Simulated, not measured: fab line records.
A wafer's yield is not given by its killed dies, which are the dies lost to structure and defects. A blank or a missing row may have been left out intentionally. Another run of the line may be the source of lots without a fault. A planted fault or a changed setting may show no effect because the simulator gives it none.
fab line records + flow gf180mcu
record:
- lots: 7
- wafers: 21
- last-day: 34
route steps=602 shown V2@401 M3@409
lots untouched by any fault: they come from a run of this same line in which no faults occurred
start-h: start of the lot's first displayed wafer, in hours after the record's first day + wait-h: hours from the lot's prior step to this one + " identical to the entry in the row above + L1.1+2: a row that stands for several wafers + - no value, or no start given + * or withheld: withheld + < > ~ a bound
route shown NAME@n: a module of which the file shows steps, and the number in the route of the first + usual: mean/standard deviation of fault-free wafers + same: alike in all rows + chamber/n: place in a boat + sites: the reading at each site + _std_site: how widely they spread, as a standard deviation + _edge_site: inner sites' mean taken away from outer sites' mean + radius-mm: for every site, how far away it sits from the centre of the wafer + mask NAME#n: copy n + behind: the tool/chamber that last shaped the wafer + hold: why the lot went on hold/how many hours it stayed there/how the hold came to an end + device: the n, p or np transistor that did not switch + end of line: tests of these same wafers at the route's end + step lacking rows: just its recipe + killed: at the first sort, the dies lost to defects and structure; wafer yield is something else + map: per-die view of a wafer (x killed, . not killed, _ where there is no die)
set.NAME: the setting as run; set.NAME@STEP: as run at that earlier step + model.NAME: the simulator's own value behind a step, which no gauge read
lots at some steps of the route; a table a step, a row a wafer
services: from which hour (start-h, from the record's first day; less than 0 if before it) a tool's chamber was out of use, for how many hours, and why
== steps ==
step: GF_V2_STRIP_19
recipe:
- chemistry: post-etch-residue-remover
- time-s: 1200
- temp-c: 72.5
step: GF_V2_CLEAN_20
recipe:
- chemistry: DIW
- dry: n2-spin
step: GF_V2_SPUTTER_21
recipe:
- material: Ti
- target-thk-nm: 15
- chamber-pressure-pa: 5
- power-w: 2500
- substrate-temp-c: 200
- time-s: 80.02
step: GF_V2_SPUTTER_22
recipe:
- material: TiN
- target-thk-nm: 10
- chamber-pressure-pa: 5
- power-w: 4000
- time-s: 40
usual:
- cathode-dc-power-W: 4000.0/0.71
- chamber-pressure-pa: 5.000/0.01
- throttle-valve-pct: 30.1/1
| lot.wafer | tool           | chamber | start-h | wait-h | cathode-dc-power-W | chamber-pressure-pa | throttle-valve-pct |
|-----------|----------------|---------|---------|--------|--------------------|---------------------|--------------------|
| L911.2    | pvd-sputter-01 | -       | 505.52  | 0.0    | 4000.7             | 5.002               | 29.3               |
| L911.4    | "              | -       | "       | "      | 3998.7             | 4.997               | 28.4               |
| L911.6    | "              | -       | "       | "      | 3999.8             | 5.000               | 29.2               |
| L920.1    | pvd-sputter-03 | -       | 574.31  | 0.0    | 4000.5             | 5.015               | 30.6               |
| L920.3    | "              | -       | "       | "      | 3999.2             | 4.990               | 30.6               |
| L920.6    | "              | -       | "       | "      | 4000.7             | 5.010               | 29.1               |
| L925.2    | pvd-sputter-02 | -       | 606.99  | 0.0    | 3999.7             | 5.002               | 31.2               |
| L925.3    | "              | -       | "       | "      | 3999.9             | 4.987               | 29.8               |
| L925.5    | "              | -       | "       | "      | 4001.0             | 5.004               | 29.9               |
| L927.2    | pvd-sputter-01 | -       | 626.30  | 0.0    | 4000.7             | 5.001               | 30.9               |
| L927.5    | "              | -       | "       | "      | 4000.4             | 5.012               | 29.9               |
| L927.6    | "              | -       | "       | "      | 3999.8             | 4.997               | 28.1               |
| L928.2    | pvd-sputter-01 | -       | 630.55  | 0.0    | 4000.6             | 5.000               | 30.9               |
| L928.5    | "              | -       | "       | "      | 3999.4             | 4.994               | 30.8               |
| L928.6    | "              | -       | "       | "      | 3999.9             | 5.012               | 29.2               |
| L929.1    | pvd-sputter-02 | -       | 636.85  | 0.0    | 4001.0             | 5.013               | 32.0               |
| L929.2    | "              | -       | "       | "      | 3999.8             | 4.985               | 30.0               |
| L929.6    | "              | -       | "       | "      | 4000.9             | 5.002               | 29.8               |
| L930.2    | pvd-sputter-02 | -       | 642.92  | 0.0    | 3998.4             | 4.996               | 31.2               |
| L930.5    | "              | -       | "       | "      | 3999.9             | 4.990               | 31.4               |
| L930.6    | "              | -       | "       | "      | 4000.4             | 4.996               | 31.7               |
step: GF_V2_CVD_23
recipe:
- material: W
- target-thk-nm: 350
- time-s: 104.94
- temp-c: 400
- pressure-torr: 40
usual:
- heater-power-w: 826/89
| lot.wafer | tool     | chamber | start-h | wait-h | heater-power-w |
|-----------|----------|---------|---------|--------|----------------|
| L911.2    | cvd-w-01 | 0       | 505.56  | 0.0    | 795            |
| L911.4    | "        | 1       | "       | "      | 805            |
| L911.6    | "        | 1       | "       | "      | 792            |
| L920.1    | cvd-w-02 | 0       | 574.35  | 0.0    | 972            |
| L920.3    | "        | 0       | "       | "      | 942            |
| L920.6    | "        | 1       | "       | "      | 721            |
| L925.2    | cvd-w-01 | 1       | 607.03  | 0.0    | 801            |
| L925.3    | "        | 1       | "       | "      | 837            |
| L925.5    | "        | 1       | "       | "      | 811            |
| L927.2    | cvd-w-01 | 1       | 626.34  | 0.0    | 814            |
| L927.5    | "        | 0       | "       | "      | 805            |
| L927.6    | "        | 1       | "       | "      | 815            |
| L928.2    | cvd-w-01 | 1       | 630.59  | 0.0    | 808            |
| L928.5    | "        | 0       | "       | "      | 812            |
| L928.6    | "        | 1       | "       | "      | 797            |
| L929.1    | cvd-w-02 | 1       | 636.88  | 0.0    | 716            |
| L929.2    | "        | 0       | "       | "      | 950            |
| L929.6    | "        | 1       | "       | "      | 720            |
| L930.2    | cvd-w-02 | 0       | 642.95  | 0.0    | 953            |
| L930.5    | "        | 1       | "       | "      | 711            |
| L930.6    | "        | 0       | "       | "      | 938            |
step: GF_V2_RS_MEAS_24
recipe:
- thk-meas-gauge: four-point-probe
- reads: W_of_V2_CVD_23+TiN_of_V2_SPUTTER_22+Ti_of_V2_SPUTTER_21
usual:
- V2_W_RS: 0.326/0.0048
| lot.wafer | tool          | chamber | start-h | wait-h | V2_W_RS[ohm/sq] |
|-----------|---------------|---------|---------|--------|-----------------|
| L911.2    | film-metro-02 | -       | 505.70  | 0.1    | 0.323           |
| L911.4    | "             | -       | "       | "      | 0.324           |
| L911.6    | "             | -       | "       | "      | 0.321           |
| L920.1    | film-metro-02 | -       | 574.46  | 0.1    | 0.322           |
| L920.3    | "             | -       | "       | "      | 0.324           |
| L920.6    | "             | -       | "       | "      | 0.330           |
| L925.2    | film-metro-04 | -       | 607.16  | 0.1    | 0.324           |
| L925.3    | "             | -       | "       | "      | 0.324           |
| L925.5    | "             | -       | "       | "      | 0.325           |
| L927.2    | film-metro-02 | -       | 626.47  | 0.1    | 0.324           |
| L927.5    | "             | -       | "       | "      | 0.330           |
| L927.6    | "             | -       | "       | "      | 0.322           |
| L928.2    | film-metro-02 | -       | 630.72  | 0.1    | 0.324           |
| L928.5    | "             | -       | "       | "      | 0.329           |
| L928.6    | "             | -       | "       | "      | 0.321           |
| L929.1    | film-metro-04 | -       | 637.00  | 0.1    | 0.329           |
| L929.2    | "             | -       | "       | "      | 0.323           |
| L929.6    | "             | -       | "       | "      | 0.333           |
| L930.2    | film-metro-01 | -       | 643.09  | 0.1    | 0.322           |
| L930.5    | "             | -       | "       | "      | 0.328           |
| L930.6    | "             | -       | "       | "      | 0.326           |
step: GF_V2_THK_MEAS_25
recipe:
- thk-meas-gauge: xrf
- reads: W_of_V2_CVD_23
usual:
- V2_W_THK: 337/5.2
| lot.wafer | tool          | chamber | start-h | wait-h | V2_W_THK[nm] |
|-----------|---------------|---------|---------|--------|--------------|
| L911.2    | film-metro-02 | -       | 505.81  | 0.1    | 342          |
| L911.4    | "             | -       | "       | "      | 342          |
| L911.6    | "             | -       | "       | "      | 346          |
| L920.1    | film-metro-02 | -       | 574.58  | 0.1    | 341          |
| L920.3    | "             | -       | "       | "      | 339          |
| L920.6    | "             | -       | "       | "      | 333          |
| L925.2    | film-metro-04 | -       | 607.27  | 0.1    | 334          |
| L925.3    | "             | -       | "       | "      | 336          |
| L925.5    | "             | -       | "       | "      | 336          |
| L927.2    | film-metro-02 | -       | 626.58  | 0.1    | 339          |
| L927.5    | "             | -       | "       | "      | 334          |
| L927.6    | "             | -       | "       | "      | 341          |
| L928.2    | film-metro-02 | -       | 630.83  | 0.1    | 340          |
| L928.5    | "             | -       | "       | "      | 333          |
| L928.6    | "             | -       | "       | "      | 342          |
| L929.1    | film-metro-04 | -       | 637.12  | 0.1    | 331          |
| L929.2    | "             | -       | "       | "      | 335          |
| L929.6    | "             | -       | "       | "      | 329          |
| L930.2    | film-metro-01 | -       | 643.20  | 0.1    | 340          |
| L930.5    | "             | -       | "       | "      | 334          |
| L930.6    | "             | -       | "       | "      | 336          |
step: GF_V2_CMP_26
recipe:
- stop-on: SiO2
- down-force-psi: 3.5
- platen-rpm: 60
- t-overpolish-s: 15
- target-thk-nm: 0
- pad-velocity-m-s: 0.94248
usual:
- motor-current-A: 10.6/0.78
- overpolish-run-s: 14.999/0.0093
- time-to-endpoint-s: 85/4
| lot.wafer | tool   | chamber | start-h | wait-h | motor-current-A | overpolish-run-s | time-to-endpoint-s |
|-----------|--------|---------|---------|--------|-----------------|------------------|--------------------|
| L911.2    | cmp-02 | 2       | 505.86  | 0.0    | 11.1            | 14.996           | 89                 |
| L911.4    | "      | 3       | "       | "      | 10.1            | 14.999           | 77                 |
| L911.6    | "      | 3       | "       | "      | 9.9             | 14.991           | 79                 |
| L920.3    | cmp-02 | 0       | 574.80  | 0.2    | 11.0            | 14.988           | 86                 |
| L920.1    | "      | 1       | "       | "      | 10.3            | 15.002           | 90                 |
| L920.6    | "      | 3       | "       | "      | 9.9             | 14.987           | 81                 |
| L925.2    | cmp-02 | 3       | 607.32  | 0.0    | 9.6             | 14.997           | 86                 |
| L925.3    | "      | 0       | "       | "      | 10.1            | 14.993           | 87                 |
| L925.5    | "      | 3       | "       | "      | 9.6             | 15.004           | 85                 |
| L927.2    | cmp-01 | 3       | 626.63  | 0.0    | 12.4            | 15.001           | 85                 |
| L927.5    | "      | 3       | "       | "      | 12.3            | 14.999           | 86                 |
| L927.6    | "      | 0       | "       | "      | 10.0            | 15.002           | 88                 |
| L928.2    | cmp-02 | 2       | 630.88  | 0.0    | 10.6            | 15.015           | 87                 |
| L928.5    | "      | 2       | "       | "      | 10.4            | 14.996           | 84                 |
| L928.6    | "      | 3       | "       | "      | 10.8            | 15.008           | 84                 |
| L929.2    | cmp-02 | 0       | 637.18  | 0.0    | 10.6            | 15.006           | 85                 |
| L929.1    | "      | 1       | "       | "      | 10.4            | 14.995           | 86                 |
| L929.6    | "      | 1       | "       | "      | 10.6            | 15.014           | 86                 |
| L930.2    | cmp-02 | 0       | 643.40  | 0.2    | 10.7            | 15.013           | 88                 |
| L930.6    | "      | 1       | "       | "      | 10.6            | 14.989           | 89                 |
| L930.5    | "      | 2       | "       | "      | 10.7            | 15.004           | 92                 |
step: GF_M3_SPUTTER_00
recipe:
- material: Ti
- target-thk-nm: 37.5
- arriving-ion-energy-ev: 80
- substrate-temp-c: 200
- chamber-pressure-pa: 2
- power-w: 4000
- time-s: 150
usual:
- cathode-dc-power-W: 3999.9/0.79
- chamber-pressure-pa: 2.000/0.0038
- throttle-valve-pct: 30.0/1.3
| lot.wafer | tool           | chamber | start-h | wait-h | cathode-dc-power-W | chamber-pressure-pa | throttle-valve-pct |
|-----------|----------------|---------|---------|--------|--------------------|---------------------|--------------------|
| L911.2    | pvd-sputter-02 | -       | 506.16  | 0.2    | 4000.4             | 2.003               | 32.0               |
| L911.4    | "              | -       | "       | "      | 3998.5             | 1.999               | 29.8               |
| L911.6    | "              | -       | "       | "      | 3999.7             | 2.005               | 29.3               |
| L920.1    | pvd-sputter-02 | -       | 575.00  | 0.1    | 3999.9             | 1.993               | 30.0               |
| L920.3    | "              | -       | "       | "      | 4000.3             | 2.001               | 31.5               |
| L920.6    | "              | -       | "       | "      | 3999.6             | 2.000               | 30.4               |
| L925.2    | pvd-sputter-03 | -       | 607.62  | 0.2    | 4000.4             | 2.005               | 30.7               |
| L925.3    | "              | -       | "       | "      | 3997.8             | 1.995               | 28.6               |
| L925.5    | "              | -       | "       | "      | 3999.1             | 1.996               | 28.7               |
| L927.2    | pvd-sputter-02 | -       | 626.93  | 0.2    | 3999.8             | 2.005               | 31.4               |
| L927.5    | "              | -       | "       | "      | 3998.4             | 2.002               | 32.0               |
| L927.6    | "              | -       | "       | "      | 3999.9             | 1.996               | 29.8               |
| L928.2    | pvd-sputter-04 | -       | 631.18  | 0.2    | 3999.2             | 1.995               | 30.8               |
| L928.5    | "              | -       | "       | "      | 4000.7             | 2.002               | 30.8               |
| L928.6    | "              | -       | "       | "      | 4002.0             | 1.999               | 27.2               |
| L929.1    | pvd-sputter-03 | -       | 637.48  | 0.2    | 3999.2             | 1.996               | 30.6               |
| L929.2    | "              | -       | "       | "      | 4000.0             | 1.999               | 29.1               |
| L929.6    | "              | -       | "       | "      | 4000.4             | 1.998               | 30.2               |
| L930.2    | pvd-sputter-03 | -       | 643.55  | 0.1    | 4000.9             | 1.995               | 30.4               |
| L930.5    | "              | -       | "       | "      | 4000.3             | 2.002               | 28.8               |
| L930.6    | "              | -       | "       | "      | 3999.0             | 2.000               | 30.7               |
step: GF_M3_SPUTTER_01
recipe:
- material: TiN
- target-thk-nm: 30
- power-w: 6500
- time-s: 25
- chamber-pressure-pa: 0.4
step: GF_M3_SPUTTER_02
recipe:
- material: AlCu
- target-thk-nm: 450
- power-w: 10600
- time-s: 23.9
- chamber-pressure-pa: 0.4
step: GF_M3_SPUTTER_03
recipe:
- material: Ti
- target-thk-nm: 10
- substrate-temp-c: 300
- chamber-pressure-pa: 0.3
- power-w: 3000
- time-s: 6.7
usual:
- cathode-dc-power-W: 3000.0/0.51
- chamber-pressure-pa: 0.2999/0.00065
- throttle-valve-pct: 30.0/1.3
| lot.wafer | tool           | chamber | start-h | wait-h | cathode-dc-power-W | chamber-pressure-pa | throttle-valve-pct |
|-----------|----------------|---------|---------|--------|--------------------|---------------------|--------------------|
| L911.2    | pvd-sputter-02 | -       | 506.32  | 0.0    | 3000.0             | 0.3002              | 32.2               |
| L911.4    | "              | -       | "       | "      | 3000.1             | 0.3009              | 29.9               |
| L911.6    | "              | -       | "       | "      | 3000.3             | 0.2997              | 29.5               |
| L920.1    | pvd-sputter-02 | -       | 575.17  | 0.0    | 2999.6             | 0.2996              | 29.7               |
| L920.3    | "              | -       | "       | "      | 3000.2             | 0.3008              | 31.5               |
| L920.6    | "              | -       | "       | "      | 2999.7             | 0.2993              | 30.1               |
| L925.2    | pvd-sputter-03 | -       | 607.78  | 0.0    | 2999.5             | 0.3001              | 30.8               |
| L925.3    | "              | -       | "       | "      | 3000.5             | 0.2990              | 28.8               |
| L925.5    | "              | -       | "       | "      | 3000.5             | 0.2997              | 28.9               |
| L927.2    | pvd-sputter-02 | -       | 627.09  | 0.0    | 3000.5             | 0.3003              | 31.3               |
| L927.5    | "              | -       | "       | "      | 2999.6             | 0.3008              | 32.0               |
| L927.6    | "              | -       | "       | "      | 2999.7             | 0.2986              | 30.2               |
| L928.2    | pvd-sputter-04 | -       | 631.34  | 0.0    | 2999.4             | 0.2999              | 30.5               |
| L928.5    | "              | -       | "       | "      | 3000.2             | 0.2995              | 30.4               |
| L928.6    | "              | -       | "       | "      | 3000.7             | 0.3002              | 27.2               |
| L929.1    | pvd-sputter-03 | -       | 637.64  | 0.0    | 2999.5             | 0.3006              | 30.6               |
| L929.2    | "              | -       | "       | "      | 3000.6             | 0.3007              | 28.8               |
| L929.6    | "              | -       | "       | "      | 2999.6             | 0.3000              | 30.1               |
| L930.2    | pvd-sputter-03 | -       | 643.71  | 0.0    | 3001.0             | 0.3002              | 30.5               |
| L930.5    | "              | -       | "       | "      | 2999.5             | 0.2995              | 29.1               |
| L930.6    | "              | -       | "       | "      | 3000.0             | 0.3010              | 30.7               |
step: GF_M3_SPUTTER_04
recipe:
- material: TiN
- target-thk-nm: 50
- power-w: 6500
- time-s: 41.7
- chamber-pressure-pa: 0.4
usual:
- cathode-dc-power-W: 6500.0/1.1
- chamber-pressure-pa: 0.4001/0.00079
- throttle-valve-pct: 30.0/1.3
| lot.wafer | tool           | chamber | start-h | wait-h | cathode-dc-power-W | chamber-pressure-pa | throttle-valve-pct |
|-----------|----------------|---------|---------|--------|--------------------|---------------------|--------------------|
| L911.2    | pvd-sputter-02 | -       | 506.34  | 0.0    | 6500.1             | 0.4005              | 31.9               |
| L911.4    | "              | -       | "       | "      | 6499.2             | 0.4002              | 29.7               |
| L911.6    | "              | -       | "       | "      | 6500.7             | 0.4003              | 29.8               |
| L920.1    | pvd-sputter-02 | -       | 575.19  | 0.0    | 6500.4             | 0.4004              | 29.9               |
| L920.3    | "              | -       | "       | "      | 6499.1             | 0.4004              | 31.4               |
| L920.6    | "              | -       | "       | "      | 6499.1             | 0.4009              | 30.2               |
| L925.2    | pvd-sputter-03 | -       | 607.80  | 0.0    | 6500.0             | 0.4004              | 30.7               |
| L925.3    | "              | -       | "       | "      | 6501.4             | 0.3988              | 28.9               |
| L925.5    | "              | -       | "       | "      | 6498.7             | 0.3989              | 28.9               |
| L927.2    | pvd-sputter-02 | -       | 627.11  | 0.0    | -                  | -                   | -                  |
| L927.5    | "              | -       | "       | "      | -                  | -                   | -                  |
| L927.6    | "              | -       | "       | "      | -                  | -                   | -                  |
| L928.2    | pvd-sputter-04 | -       | 631.36  | 0.0    | -                  | -                   | -                  |
| L928.5    | "              | -       | "       | "      | -                  | -                   | -                  |
| L928.6    | "              | -       | "       | "      | -                  | -                   | -                  |
| L929.1    | pvd-sputter-03 | -       | 637.66  | 0.0    | -                  | -                   | -                  |
| L929.2    | "              | -       | "       | "      | -                  | -                   | -                  |
| L929.6    | "              | -       | "       | "      | -                  | -                   | -                  |
| L930.2    | pvd-sputter-03 | -       | 643.73  | 0.0    | 6500.5             | 0.4003              | 30.5               |
| L930.5    | "              | -       | "       | "      | 6497.9             | 0.3999              | 29.0               |
| L930.6    | "              | -       | "       | "      | 6499.2             | 0.4008              | 30.3               |
step: GF_M3_THK_MEAS_06
recipe:
- thk-meas-gauge: xrf
- reads: AlCu_of_M3_SPUTTER_02
usual:
- M3_ALCU_THK: 451/5
| lot.wafer | tool          | chamber | start-h | wait-h | M3_ALCU_THK[nm] |
|-----------|---------------|---------|---------|--------|-----------------|
| L911.2    | film-metro-01 | -       | 506.51  | 0.1    | 453             |
| L911.4    | "             | -       | "       | "      | 455             |
| L911.6    | "             | -       | "       | "      | 453             |
| L920.1    | film-metro-03 | -       | 575.35  | 0.1    | 446             |
| L920.3    | "             | -       | "       | "      | 445             |
| L920.6    | "             | -       | "       | "      | 445             |
| L925.2    | film-metro-03 | -       | 607.97  | 0.1    | 445             |
| L925.3    | "             | -       | "       | "      | 444             |
| L925.5    | "             | -       | "       | "      | 446             |
| L927.2    | film-metro-01 | -       | 627.28  | 0.1    | 505             |
| L927.5    | "             | -       | "       | "      | 513             |
| L927.6    | "             | -       | "       | "      | 509             |
| L928.2    | film-metro-02 | -       | 631.53  | 0.1    | 500             |
| L928.5    | "             | -       | "       | "      | 501             |
| L928.6    | "             | -       | "       | "      | 503             |
| L929.1    | film-metro-02 | -       | 637.82  | 0.1    | 499             |
| L929.2    | "             | -       | "       | "      | 496             |
| L929.6    | "             | -       | "       | "      | 504             |
| L930.2    | film-metro-01 | -       | 643.90  | 0.1    | 455             |
| L930.5    | "             | -       | "       | "      | 453             |
| L930.6    | "             | -       | "       | "      | 459             |
step: GF_M3_DEHYDRATE_07
recipe:
- temp-c: 200
- time-s: 60
== services ==
| tool           | chamber | start-h | hours | kind                   |
|----------------|---------|---------|-------|------------------------|
| cmp-01         | -       | 491.25  | 0.8   | repair                 |
| cmp-02         | -       | 498.70  | 1.8   | repair                 |
| cmp-02         | -       | 511.62  | 6.3   | repair                 |
| cvd-w-02       | -       | 512.70  | 6.0   | pm                     |
| cvd-w-01       | 0       | 514.63  | 21.0  | repair                 |
| cmp-02         | -       | 519.16  | 0.4   | repair                 |
| pvd-sputter-02 | 2       | 534.49  | -     | consumable-replace:kit |
| pvd-sputter-02 | 2       | 534.49  | 18.0  | scheduled-down         |
| pvd-sputter-02 | 2       | 534.49  | 18.0  | vent-cycle             |
| pvd-sputter-04 | 2       | 566.08  | -     | consumable-replace:kit |
| pvd-sputter-04 | 2       | 566.08  | 18.0  | scheduled-down         |
| pvd-sputter-04 | 2       | 566.08  | 18.0  | vent-cycle             |
| pvd-sputter-04 | -       | 566.72  | 5.2   | repair                 |
| cmp-01         | -       | 572.27  | 4.0   | pm                     |
| cvd-w-02       | -       | 572.91  | 1.4   | repair                 |
| pvd-sputter-02 | -       | 579.16  | 1.7   | repair                 |
| cvd-w-01       | -       | 579.53  | 0.4   | repair                 |
| pvd-sputter-03 | -       | 586.59  | 6.1   | repair                 |
| cmp-01         | -       | 607.20  | 4.3   | pm                     |
| pvd-sputter-03 | 3       | 611.56  | -     | consumable-replace:kit |
| pvd-sputter-03 | 3       | 611.56  | 18.0  | scheduled-down         |
| pvd-sputter-03 | 3       | 611.56  | 18.0  | vent-cycle             |
| cvd-w-01       | -       | 615.00  | 2.8   | pm                     |
| cmp-01         | -       | 635.22  | 1.1   | repair                 |
== key ==
first-sign:
- step: GF_M3_SPUTTER_04
- reading: tool-record
- direction: missing
effect:
- step: GF_M3_THK_MEAS_06
- reading: M3_ALCU_THK
- direction: up
- sigmas: 10
- usual: 451
- struck: 503
met-at GF_M3_SPUTTER_04
struck-wafers L927.2,L927.5,L927.6,L928.2,L928.5,L928.6,L929.1,L929.2,L929.6
later-rows-left-out L927.2,L927.5,L927.6,L928.2,L928.5,L928.6,L929.1,L929.2,L929.6
sort-left-out L927.2,L927.5,L927.6,L928.2,L928.5,L928.6,L929.1,L929.2,L929.6
onset-between 607.80 627.11
fault:
- kind: skipped-step-whole
- tool: pvd-sputter-02,pvd-sputter-03,pvd-sputter-04
- chamber: -
- onset-h: 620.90
- steps: GF_M3_SPUTTER_04
- scope: struck-lots-only
sort-left-out: the simulated sort isn't trusted on such a fault, so these wafers' sort isn't shown, and their yield isn't known
later-rows-left-out: the simulator's readings of these wafers behind a module that went badly wrong aren't trusted and aren't shown, but for the sort
